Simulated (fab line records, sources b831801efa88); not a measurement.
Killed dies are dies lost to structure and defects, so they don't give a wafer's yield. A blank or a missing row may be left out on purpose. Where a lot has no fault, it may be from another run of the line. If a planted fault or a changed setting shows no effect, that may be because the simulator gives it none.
2 desks, one fault + flow sky130 + what lay behind the numbers comes last; until then each desk has only its own

AT THE TOOL OWNER'S DESK: lithoTrack-02
The tool's own readings at SKY_METAL3_COAT_08 (resist thk 1140 nm): means of the sampled wafers that have a number, for each lot that ran on this tool. A lot is out of limits, marked OUT, if its mean lies more than 4 standard deviations from the usual mean; the brackets give that distance.
Columns: A = dispensePressureKPa at SKY_METAL3_COAT_08, usual 50 kPa
| lot  | first seen here | A  |
|------|-----------------|----|
| L904 | day 39 00:00    | 55 |
| L910 | day 40 18:00    | 55 |
This desk's verdict: no lot among the 2 shows anything out of limits.

METROLOGY DESK
What the gauges read for every lot (on any tool): the sampled wafers with a number, averaged. A lot is out of limits, marked OUT, if its mean lies more than 4 standard deviations from the usual mean; the brackets give that distance.
Columns: A = VIA2_W_THK at SKY_VIA2_THK_MEAS_23, usual 403 nm
| lot  | first seen here | A   |
|------|-----------------|-----|
| L903 | day 37 01:26    | 402 |
| L904 | day 37 11:00    | 403 |
| L905 | day 37 19:08    | 405 |
| L910 | day 39 05:02    | 399 |
| L911 | day 39 17:43    | 410 |
| L912 | day 40 01:20    | 402 |
| L917 | day 41 10:00    | 405 |
| L920 | day 42 03:01    | 406 |
| L921 | day 42 11:58    | 398 |
| L922 | day 42 17:47    | 405 |
| L923 | day 43 06:23    | 401 |
This desk's verdict: no lot among the 11 shows anything out of limits.

PUT TOGETHER
The desk of the tool owner found nothing out of limits.
Nothing out of limits was seen by the metrology desk.

WHAT WAS PUT IN BY THE SIMULATOR
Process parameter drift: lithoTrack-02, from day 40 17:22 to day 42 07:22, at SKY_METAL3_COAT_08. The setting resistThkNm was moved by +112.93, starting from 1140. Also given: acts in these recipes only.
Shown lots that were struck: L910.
